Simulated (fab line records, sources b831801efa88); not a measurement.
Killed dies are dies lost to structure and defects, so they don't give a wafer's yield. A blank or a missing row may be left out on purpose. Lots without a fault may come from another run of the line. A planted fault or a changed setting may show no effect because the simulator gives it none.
Split-lot experiment | flow sky130 | 5 lots, 23 wafers read, on a route of 708 steps

THE SPLIT
At SKY_LDD_LDN_IMPLANT_10, the setting energy_kev was moved away from the recipe's 15 on 5 of the 23 wafers read, by -2.3% to +4.1%. The other wafers ran this setting at the recipe's value.

The reading is taken at the split's own step.

THE READING
implant.drp_nm (the simulator's own value, which no gauge read), in nm, at SKY_LDD_LDN_IMPLANT_10. The file gives no usual value for it.

wafer  | tool, chamber at the split | energy_kev as run | against the recipe | implant.drp_nm, nm | against lot-mates on the recipe
L074.2 | implanter-01, 0            | 15                | recipe             | 5.933              | -
L074.3 | implanter-01, 0            | 15                | recipe             | 5.933              | -
L074.4 | implanter-01, 0            | 15                | recipe             | 5.933              | -
L074.5 | implanter-01, 0            | 15                | recipe             | 5.933              | -
L074.6 | implanter-01, 0            | 15                | recipe             | 5.933              | -
L078.1 | implanter-03, 0            | 15                | recipe             | 5.933              | -
L078.3 | implanter-03, 0            | 15                | recipe             | 5.933              | -
L078.4 | implanter-03, 0            | 15                | recipe             | 5.933              | -
L080.1 | implanter-01, 0            | 15                | recipe             | 5.933              | -
L080.3 | implanter-01, 0            | 15                | recipe             | 5.933              | -
L080.4 | implanter-01, 0            | 14.66             | -2.3%              | 5.84               | -0.093
L080.5 | implanter-01, 0            | 14.66             | -2.3%              | 5.84               | -0.093
L080.6 | implanter-01, 0            | 14.66             | -2.3%              | 5.84               | -0.093
L082.1 | implanter-03, 0            | 15                | recipe             | 5.933              | -
L082.3 | implanter-03, 0            | 15                | recipe             | 5.933              | -
L082.6 | implanter-03, 0            | 15                | recipe             | 5.933              | -
L082.2 | implanter-03, 0            | 15.62             | +4.1%              | 6.096              | +0.163
L082.4 | implanter-03, 0            | 15.62             | +4.1%              | 6.096              | +0.163
L083.1 | implanter-03, 0            | 15                | recipe             | 5.933              | -
L083.2 | implanter-03, 0            | 15                | recipe             | 5.933              | -
L083.3 | implanter-03, 0            | 15                | recipe             | 5.933              | -
L083.4 | implanter-03, 0            | 15                | recipe             | 5.933              | -
L083.6 | implanter-03, 0            | 15                | recipe             | 5.933              | -

THE FIT
A straight line over all 23 wafers: implant.drp_nm changes by +0.0399 nm for each +1% of energy_kev; r = +1.00; the points scatter about the line by 0.001 nm.
The same after taking each lot's own level away (the mean of its wafers on the recipe; 23 wafers): +0.0399 nm for each +1%; r = +1.00; scatter 0.001 nm.
On that fit, the largest move of energy_kev shifts the reading by 0.17 nm.
The lots' own levels span 5.9330 to 5.9330 nm.
So the lot-to-lot level changes the slope little: the two slopes agree.
Check: with one of the wafers moved furthest among these (+4.1%) left out of the fit, the line predicts +0.166 nm for it against its lot-mates. It came out at +0.163 nm against them.

OTHER SPLITS ON THESE WAFERS
These wafers also went through other splits before the reading. Each is held against what the fit with the lots' levels taken away leaves over:
other split on the same wafers      | wafers away from the commonest value | r with implant.drp_nm (lot level and that fit taken away)
SKY_SONOS_ONO_DEVELOP_12 dev_temp_c | 6                                    | -0.31
SKY_POLY_GATE_COAT_07 spin_rpm      | 5                                    | -0.72
SKY_POLY_GATE_ETCH_16 time_s        | 5                                    | -0.05
SKY_LDD_N_IMPLANT_14 energy_kev     | 4                                    | +0.27
SKY_LDD_P_EXPOSE_04 dose_mj         | 9                                    | -0.49
SKY_LDD_HVN_COAT_02 resist_thk_nm   | 11                                   | +0.31

THE FILE'S OWN FIT
implant.drp_nm changes by +0.0398 nm for each +1% of energy_kev, r = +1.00.
